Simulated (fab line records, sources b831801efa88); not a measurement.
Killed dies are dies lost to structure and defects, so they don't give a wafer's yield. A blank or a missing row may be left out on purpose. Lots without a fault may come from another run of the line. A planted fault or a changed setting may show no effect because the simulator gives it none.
fab line records | flow gf180mcu
record lots=24 wafers=72 last_day=34
route steps=602 shown M1@320 V1@359 M2@365 V2@406 V4@479 PASSIVATION@587
lots that met no fault: from a run of the same line without faults
start_h: hours from the record's first day to the start of the lot's first wafer shown | wait_h: hours since the lot's step before | " the same as in the row above | L1.1+2: a row that stands for several wafers | - no value, or no start given | * or withheld: withheld | < > ~ a bound
route shown NAME@n: a module of which the file shows steps, and the number in the route of the first | usual: mean/standard deviation of fault-free wafers | same: alike in all rows | chamber/n: place in a boat | sites: the reading at each site | _std_site: their standard deviation | _edge_site: outer sites' mean less inner sites' | radius_mm: how far each site lies from the wafer's centre | mask NAME#n: copy n | behind: the tool/chamber that last shaped the wafer | hold: why the lot was held/for how many hours/how that ended | device: the transistor (n, p or np) that didn't switch | end of line: the same wafers' tests at the end of the route | a step without rows: its recipe alone | killed: dies lost to structure and defects at the first sort, not the wafer's yield | map: a wafer's dies, x killed, . not, _ none there
set.NAME: the setting as run; set.NAME@STEP: as run at that earlier step | model.NAME: the simulator's own value behind a step, which no gauge read
steps of the route over a sample of lots; a table a step, a row a wafer
services: from which hour (start_h, from the record's first day; less than 0 if before it) a tool's chamber was out of use, for how many hours, and why
## steps
# step GF_M1_RS_MEAS_05
# recipe thk_meas_gauge=four-point-probe reads=TiN_of_M1_SPUTTER_04+Ti_of_M1_SPUTTER_03+AlCu_of_M1_SPUTTER_02+TiN_of_M1_SPUTTER_01+Ti_of_M1_SPUTTER_00
# usual M1_ALCU_RS=0.0694/0.00093
# columns lot.wafer tool chamber start_h wait_h M1_ALCU_RS[ohm/sq]
L074.2 film_metro-03 - 359.70 0.0 0.0691
L074.3 " - " " 0.0696
L074.6 " - " " 0.0699
L075.1 film_metro-01 - 380.18 0.0 0.0694
L075.2 " - " " 0.0696
L075.4 " - " " 0.0681
L076.2 film_metro-04 - 383.05 0.0 0.0702
L076.5 " - " " 0.0687
L076.6 " - " " 0.0697
L077.3 film_metro-01 - 385.94 0.1 0.0689
L077.4 " - " " 0.0703
L077.5 " - " " 0.0685
L078.1 film_metro-03 - 404.80 0.0 0.0700
L078.4 " - " " 0.0700
L078.5 " - " " 0.0689
L080.1 film_metro-03 - 417.43 0.0 0.0696
L080.2 " - " " 0.0690
L080.3 " - " " 0.0694
L079.3 film_metro-04 - 419.46 0.1 0.0694
L079.4 " - " " 0.0695
L079.6 " - " " 0.0695
L081.1 film_metro-03 - 427.67 0.0 0.0693
L081.2 " - " " 0.0710
L081.6 " - " " 0.0696
L082.1 film_metro-04 - 437.82 0.0 0.0688
L082.3 " - " " 0.0684
L082.5 " - " " 0.0690
L083.1 film_metro-03 - 449.86 0.0 0.0682
L083.2 " - " " 0.0690
L083.4 " - " " 0.0687
L084.1 film_metro-03 - 454.62 0.0 0.0705
L084.3 " - " " 0.0701
L084.5 " - " " 0.0700
L085.3 film_metro-03 - 464.71 0.1 0.0690
L085.4 " - " " 0.0690
L085.6 " - " " 0.0686
L086.1 film_metro-03 - 473.46 0.0 0.0688
L086.3 " - " " 0.0691
L086.6 " - " " 0.0675
L087.1 film_metro-01 - 481.17 0.0 0.0690
L087.2 " - " " 0.0697
L087.5 " - " " 0.0697
L088.1 film_metro-01 - 488.99 0.0 0.0698
L088.2 " - " " 0.0684
L088.3 " - " " 0.0704
L089.3 film_metro-01 - 495.25 0.1 0.0704
L089.4 " - " " 0.0709
L089.5 " - " " 0.0691
L090.1 film_metro-04 - 504.52 0.0 0.0695
L090.2 " - " " 0.0703
L090.3 " - " " 0.0689
L091.1 film_metro-03 - 511.83 0.0 0.0696
L091.3 " - " " 0.0690
L091.5 " - " " 0.0691
L092.3 film_metro-04 - 523.77 0.1 0.0683
L092.4 " - " " 0.0687
L092.5 " - " " 0.0714
L093.3 film_metro-04 - 528.91 0.1 0.0685
L093.4 " - " " 0.0698
L093.5 " - " " 0.0700
L094.4 film_metro-01 - 534.98 0.1 0.0681
L094.5 " - " " 0.0690
L094.6 " - " " 0.0675
L095.2 film_metro-03 - 542.77 0.0 0.0706
L095.3 " - " " 0.0692
L095.5 " - " " 0.0692
L096.3 film_metro-03 - 550.69 0.1 0.0704
L096.4 " - " " 0.0691
L096.5 " - " " 0.0707
L097.2 film_metro-01 - 558.34 0.0 0.0687
L097.3 " - " " 0.0709
L097.5 " - " " 0.0706
# step GF_V1_RS_MEAS_24
# recipe thk_meas_gauge=four-point-probe reads=W_of_V1_CVD_23+TiN_of_V1_SPUTTER_22+Ti_of_V1_SPUTTER_21
# usual V1_W_RS=0.326/0.004
# columns lot.wafer tool chamber start_h wait_h V1_W_RS[ohm/sq]
L074.2 film_metro-03 - 408.49 0.1 0.323
L074.3 " - " " 0.329
L074.6 " - " " 0.333
L075.1 film_metro-02 - 429.82 0.1 0.329
L075.2 " - " " 0.324
L075.4 " - " " 0.324
L076.2 film_metro-03 - 432.66 0.1 0.329
L076.5 " - " " 0.324
L076.6 " - " " 0.323
L077.3 film_metro-01 - 435.38 0.1 0.320
L077.4 " - " " 0.326
L077.5 " - " " 0.323
L078.1 film_metro-01 - 455.60 0.1 0.328
L078.4 " - " " 0.326
L078.5 " - " " 0.323
L080.1 film_metro-01 - 468.05 0.1 0.325
L080.2 " - " " 0.319
L080.3 " - " " 0.322
L079.3 film_metro-02 - 470.99 0.1 0.331
L079.4 " - " " 0.335
L079.6 " - " " 0.330
L081.1 film_metro-01 - 479.25 0.1 0.326
L081.2 " - " " 0.333
L081.6 " - " " 0.333
L082.1 film_metro-02 - 489.20 0.1 0.329
L082.3 " - " " 0.328
L082.5 " - " " 0.335
L083.1 film_metro-03 - 500.84 0.1 0.327
L083.2 " - " " 0.326
L083.4 " - " " 0.328
L084.1 film_metro-03 - 505.81 0.1 0.328
L084.3 " - " " 0.325
L084.5 " - " " 0.324
L085.3 film_metro-02 - 515.97 0.1 0.326
L085.4 " - " " 0.330
L085.6 " - " " 0.330
L086.1 film_metro-02 - 523.76 0.1 0.325
L086.3 " - " " 0.325
L086.6 " - " " 0.324
L087.1 film_metro-01 - 530.84 0.1 0.321
L087.2 " - " " 0.322
L087.5 " - " " 0.330
L088.1 film_metro-02 - 537.74 0.1 0.327
L088.2 " - " " 0.325
L088.3 " - " " 0.324
L089.3 film_metro-02 - 543.08 0.1 0.328
L089.4 " - " " 0.322
L089.5 " - " " 0.327
L090.1 film_metro-01 - 552.82 0.1 0.330
L090.2 " - " " 0.336
L090.3 " - " " 0.331
L091.1 film_metro-01 - 560.02 0.1 0.324
L091.3 " - " " 0.325
L091.5 " - " " 0.318
L092.3 film_metro-01 - 571.41 0.1 0.321
L092.4 " - " " 0.323
L092.5 " - " " 0.320
L093.3 film_metro-03 - 575.98 0.1 0.327
L093.4 " - " " 0.321
L093.5 " - " " 0.327
L094.4 film_metro-01 - 582.02 0.1 0.326
L094.5 " - " " 0.328
L094.6 " - " " 0.330
L095.2 film_metro-02 - 589.83 0.1 0.324
L095.3 " - " " 0.322
L095.5 " - " " 0.325
L096.3 film_metro-03 - 595.83 0.1 0.325
L096.4 " - " " 0.323
L096.5 " - " " 0.325
L097.2 film_metro-01 - 603.70 0.1 0.325
L097.3 " - " " 0.325
L097.5 " - " " 0.325
# step GF_M2_SPUTTER_03
# recipe material=Ti target_thk_nm=10 substrate_temp_c=300 chamber_pressure_pa=0.3 power_w=3000 time_s=6.7
# usual throttle_valve_pct=30.0/0.97
# columns lot.wafer tool chamber start_h wait_h throttle_valve_pct
L074.2 pvd_sputter-02 - 409.11 0.0 28.2
L074.3 " - " " 30.9
L074.6 " - " " 31.1
L075.1 pvd_sputter-02 - 430.46 0.0 31.1
L075.2 " - " " 30.3
L075.4 " - " " 31.3
L076.2 pvd_sputter-02 - 433.28 0.0 28.1
L076.5 " - " " 28.1
L076.6 " - " " 30.1
L077.3 pvd_sputter-02 - 436.16 0.0 31.1
L077.4 " - " " 31.1
L077.5 " - " " 28.3
L078.1 pvd_sputter-03 - 456.24 0.0 29.2
L078.4 " - " " 30.8
L078.5 " - " " 30.6
L080.1 pvd_sputter-02 - 468.69 0.0 31.1
L080.2 " - " " 28.2
L080.3 " - " " 29.9
L079.3 pvd_sputter-02 - 471.59 0.0 30.9
L079.4 " - " " 30.3
L079.6 " - " " 31.1
L081.1 pvd_sputter-03 - 479.90 0.0 29.4
L081.2 " - " " 30.4
L081.6 " - " " 30.8
L082.1 pvd_sputter-01 - 489.84 0.0 29.5
L082.3 " - " " 28.7
L082.5 " - " " 28.9
L083.1 pvd_sputter-03 - 501.48 0.0 30.4
L083.2 " - " " 29.6
L083.4 " - " " 30.7
L084.1 pvd_sputter-03 - 506.45 0.0 29.4
L084.3 " - " " 31.0
L084.5 " - " " 29.5
L085.3 pvd_sputter-02 - 516.58 0.0 30.3
L085.4 " - " " 31.1
L085.6 " - " " 31.0
L086.1 pvd_sputter-03 - 524.40 0.0 29.7
L086.3 " - " " 30.5
L086.6 " - " " 31.2
L087.1 pvd_sputter-03 - 531.48 0.0 31.0
L087.2 " - " " 30.1
L087.5 " - " " 29.2
L088.1 pvd_sputter-03 - 538.38 0.0 29.3
L088.2 " - " " 30.5
L088.3 " - " " 29.4
L089.3 pvd_sputter-02 - 543.68 0.0 30.3
L089.4 " - " " 30.9
L089.5 " - " " 28.2
L090.1 pvd_sputter-03 - 553.46 0.0 29.5
L090.2 " - " " 30.3
L090.3 " - " " 29.5
L091.1 pvd_sputter-02 - 560.66 0.0 30.9
L091.3 " - " " 30.0
L091.5 " - " " 31.1
L092.3 pvd_sputter-02 - 572.01 0.0 30.7
L092.4 " - " " 30.4
L092.5 " - " " 30.0
L093.3 pvd_sputter-03 - 576.58 0.0 29.3
L093.4 " - " " 30.7
L093.5 " - " " 29.5
L094.4 pvd_sputter-02 - 582.60 0.0 28.3
L094.5 " - " " 28.3
L094.6 " - " " 30.8
L095.2 pvd_sputter-02 - 590.45 0.0 30.5
L095.3 " - " " 31.0
L095.5 " - " " 28.1
L096.3 pvd_sputter-03 - 596.43 0.0 29.5
L096.4 " - " " 29.6
L096.5 " - " " 29.3
L097.2 pvd_sputter-02 - 604.34 0.0 30.2
L097.3 " - " " 31.0
L097.5 " - " " 28.4
# step GF_V2_RS_MEAS_24
# recipe thk_meas_gauge=four-point-probe reads=W_of_V2_CVD_23+TiN_of_V2_SPUTTER_22+Ti_of_V2_SPUTTER_21
# usual V2_W_RS=0.332/0.0041
# columns lot.wafer tool chamber start_h wait_h V2_W_RS[ohm/sq]
L074.2 film_metro-04 - 459.11 0.1 0.334
L074.3 " - " " 0.332
L074.6 " - " " 0.336
L075.1 film_metro-04 - 481.10 0.1 0.341
L075.2 " - " " 0.333
L075.4 " - " " 0.337
L076.2 film_metro-04 - 484.62 0.1 0.333
L076.5 " - " " 0.328
L076.6 " - " " 0.331
L077.3 film_metro-01 - 487.62 0.1 0.336
L077.4 " - " " 0.330
L077.5 " - " " 0.339
L078.1 film_metro-04 - 507.75 0.1 0.326
L078.4 " - " " 0.329
L078.5 " - " " 0.326
L080.1 film_metro-01 - 519.08 0.1 0.328
L080.2 " - " " 0.333
L080.3 " - " " 0.330
L079.3 film_metro-01 - 522.33 0.1 0.326
L079.4 " - " " 0.332
L079.6 " - " " 0.329
L081.1 film_metro-04 - 530.28 0.1 0.342
L081.2 " - " " 0.329
L081.6 " - " " 0.327
L082.1 film_metro-04 - 539.23 0.1 0.332
L082.3 " - " " 0.331
L082.5 " - " " 0.331
L083.1 film_metro-02 - 550.73 0.1 0.340
L083.2 " - " " 0.331
L083.4 " - " " 0.339
L084.1 film_metro-02 - 554.94 0.1 0.335
L084.3 " - " " 0.334
L084.5 " - " " 0.334
L085.3 film_metro-01 - 564.11 0.1 0.333
L085.4 " - " " 0.334
L085.6 " - " " 0.334
L086.1 film_metro-01 - 572.32 0.1 0.327
L086.3 " - " " 0.330
L086.6 " - " " 0.327
L087.1 film_metro-04 - 578.19 0.1 0.340
L087.2 " - " " 0.332
L087.5 " - " " 0.331
L088.1 film_metro-04 - 585.69 0.1 0.329
L088.2 " - " " 0.335
L088.3 " - " " 0.333
L089.3 film_metro-04 - 590.07 0.1 0.326
L089.4 " - " " 0.326
L089.5 " - " " 0.325
L090.1 film_metro-02 - 599.19 0.1 0.330
L090.2 " - " " 0.331
L090.3 " - " " 0.334
L091.1 film_metro-01 - 606.66 0.1 0.341
L091.3 " - " " 0.340
L091.5 " - " " 0.339
L092.3 film_metro-04 - 616.98 0.1 0.327
L092.4 " - " " 0.330
L092.5 " - " " 0.330
L093.3 film_metro-02 - 621.70 0.1 0.334
L093.4 " - " " 0.335
L093.5 " - " " 0.333
L094.4 film_metro-02 - 627.16 0.1 0.333
L094.5 " - " " 0.329
L094.6 " - " " 0.334
L095.2 film_metro-01 - 634.74 0.1 0.328
L095.3 " - " " 0.331
L095.5 " - " " 0.327
L096.3 film_metro-01 - 641.46 0.1 0.330
L096.4 " - " " 0.334
L096.5 " - " " 0.330
L097.2 film_metro-04 - 647.89 0.1 0.336
L097.3 " - " " 0.334
L097.5 " - " " 0.332
# step GF_V4_THK_MEAS_03
# recipe reads=SiO2_of_V4_CVD_02
# usual V4_CVD_02_THK=858/12
# columns lot.wafer tool chamber start_h wait_h V4_CVD_02_THK[nm]
L074.2 film_metro-04 - 535.24 0.0 858
L074.3 " - " " 855
L074.6 " - " " 862
L075.1 film_metro-04 - 556.47 0.0 854
L075.2 " - " " 845
L075.4 " - " " 853
L076.2 film_metro-02 - 558.64 0.0 853
L076.5 " - " " 869
L076.6 " - " " 867
L077.3 film_metro-02 - 561.82 0.1 858
L077.4 " - " " 870
L077.5 " - " " 869
L078.1 film_metro-01 - 580.90 0.0 881
L078.4 " - " " 871
L078.5 " - " " 851
L080.1 film_metro-04 - 590.67 0.0 829
L080.2 " - " " 854
L080.3 " - " " 833
L079.3 film_metro-01 - 594.22 0.1 842
L079.4 " - " " 869
L079.6 " - " " 864
L081.1 film_metro-02 - 600.30 0.0 852
L081.2 " - " " 838
L081.6 " - " " 851
L082.1 film_metro-02 - 609.47 0.0 865
L082.3 " - " " 854
L082.5 " - " " 880
L083.1 film_metro-01 - 619.49 0.0 851
L083.2 " - " " 856
L083.4 " - " " 888
L084.1 film_metro-04 - 624.00 0.0 856
L084.3 " - " " 856
L084.5 " - " " 865
L085.3 film_metro-02 - 632.23 0.1 853
L085.4 " - " " 869
L085.6 " - " " 859
L086.1 film_metro-02 - 639.62 0.0 841
L086.3 " - " " 853
L086.6 " - " " 871
L087.1 film_metro-04 - 645.48 0.0 856
L087.2 " - " " 855
L087.5 " - " " 859
L088.1 film_metro-04 - 651.15 0.0 840
L088.2 " - " " 843
L088.3 " - " " 838
L089.3 film_metro-02 - 656.67 0.1 844
L089.4 " - " " 853
L089.5 " - " " 856
L090.1 film_metro-01 - 665.10 0.0 839
L090.2 " - " " 854
L090.3 " - " " 833
L091.1 film_metro-01 - 672.30 0.0 856
L091.3 " - " " 844
L091.5 " - " " 853
L092.3 film_metro-04 - 680.35 0.1 848
L092.4 " - " " 871
L092.5 " - " " 877
L093.3 film_metro-04 - 685.74 0.1 835
L093.4 " - " " 860
L093.5 " - " " 852
L094.4 film_metro-01 - 691.38 0.0 869
L094.5 " - " " 869
L094.6 " - " " 867
L095.2 film_metro-04 - 697.46 0.0 855
L095.3 " - " " 858
L095.5 " - " " 877
L096.3 film_metro-02 - 703.17 0.1 849
L096.4 " - " " 862
L096.5 " - " " 866
L097.2 film_metro-02 - 709.31 0.0 837
L097.3 " - " " 843
L097.5 " - " " 856
# step GF_PASSIVATION_CVD_00
# recipe material=SiO2 target_thk_nm=1000 precursor=TEOS temp_c=400 time_s=111.95 rf_w=600
# usual heater_power_w=677/98
# columns lot.wafer tool chamber start_h wait_h heater_power_w
L074.2 pecvd-04 0 648.29 0.0 597
L074.3 " 2 " " 871
L074.6 " 1 " " 611
L075.1 pecvd-01 2 666.63 0.0 772
L075.2 " 0 " " 640
L075.4 " 2 " " 851
L076.2 pecvd-01 0 669.21 0.0 618
L076.5 " 2 " " 847
L076.6 " 1 " " 708
L077.3 pecvd-01 1 670.45 0.0 695
L077.4 " 2 " " 727
L077.5 " 1 " " 723
L078.1 pecvd-03 2 688.85 0.0 585
L078.4 " 0 " " 545
L078.5 " 1 " " 658
L080.1 pecvd-03 1 696.21 0.0 667
L080.2 " 2 " " 733
L080.3 " 0 " " 637
L079.3 pecvd-01 1 700.84 0.0 751
L079.4 " 2 " " 714
L079.6 " 0 " " 510
L081.1 pecvd-01 0 705.13 0.0 543
L081.2 " 2 " " 741
L081.6 " 0 " " 624
L082.1 pecvd-04 0 713.53 0.0 523
L082.3 " 2 " " 818
L082.5 " 2 " " 854
L083.1 pecvd-03 0 721.81 0.0 652
L083.2 " 2 " " 746
L083.4 " 2 " " 578
L084.1 pecvd-01 2 725.98 0.0 875
L084.3 " 1 " " 720
L084.5 " 0 " " 582
L085.3 pecvd-04 1 732.43 0.0 598
L085.4 " 0 " " 601
L085.6 " 2 " " 838
L086.1 pecvd-04 2 740.13 0.0 901
L086.3 " 1 " " 658
L086.6 " 0 " " 525
L087.1 pecvd-01 0 744.61 0.0 515
L087.2 " 2 " " 759
L087.5 " 0 " " 581
L088.1 pecvd-03 2 751.26 0.0 682
L088.2 " 1 " " 659
L088.3 " 0 " " 555
L089.3 pecvd-04 1 754.18 0.0 724
L089.4 " 0 " " 517
L089.5 " 2 " " 864
L090.1 pecvd-01 1 761.56 0.0 625
L090.2 " 2 " " 891
L090.3 " 0 " " 629
L091.1 pecvd-03 0 767.05 0.0 684
L091.3 " 2 " " 621
L091.5 " 1 " " 659
L092.3 pecvd-03 1 774.76 0.0 648
L092.4 " 2 " " 731
L092.5 " 1 " " 668
L093.3 pecvd-03 0 777.33 0.0 680
L093.4 " 2 " " 603
L093.5 " 0 " " 575
L095.2 pecvd-03 0 787.46 0.0 659
L095.3 " 2 " " 720
L095.5 " 1 " " 544
L094.4 pecvd-01 2 787.92 0.0 885
L094.5 " 0 " " 642
L094.6 " 1 " " 706
L096.3 pecvd-04 1 794.62 0.0 721
L096.4 " 0 " " 640
L096.5 " 1 " " 760
L097.2 pecvd-01 0 799.22 0.0 546
L097.3 " 2 " " 716
L097.5 " 2 " " 808
## services
# columns tool chamber start_h hours kind
pecvd-03 - 391.44 14.6 pm
pecvd-01 - 405.54 0.8 repair
pvd_sputter-01 - 410.15 25.2 repair
pecvd-01 - 412.34 6.0 pm
pvd_sputter-01 - 438.90 2.9 repair
pvd_sputter-02 - 452.88 8.6 repair
pecvd-04 - 489.73 14.6 pm
pecvd-01 - 495.54 2.8 repair
pecvd-01 2 498.72 5.3 repair
pvd_sputter-02 - 511.99 2.3 repair
pvd_sputter-03 - 527.28 3.6 repair
pecvd-03 0 527.50 7.4 repair
pecvd-01 - 545.06 2.2 repair
pecvd-04 - 591.12 14.0 pm
pecvd-01 2 609.63 6.6 repair
pecvd-03 - 627.06 1.0 repair
pecvd-04 - 657.03 1.3 repair
pecvd-01 - 695.89 2.8 pm
pvd_sputter-01 - 696.19 2.8 repair
pecvd-01 1 701.25 11.6 repair
pecvd-01 - 721.03 1.1 repair
pecvd-03 - 753.28 0.6 repair
pecvd-01 - 755.34 3.1 repair
pecvd-04 2 791.54 7.3 repair
## key
fault none
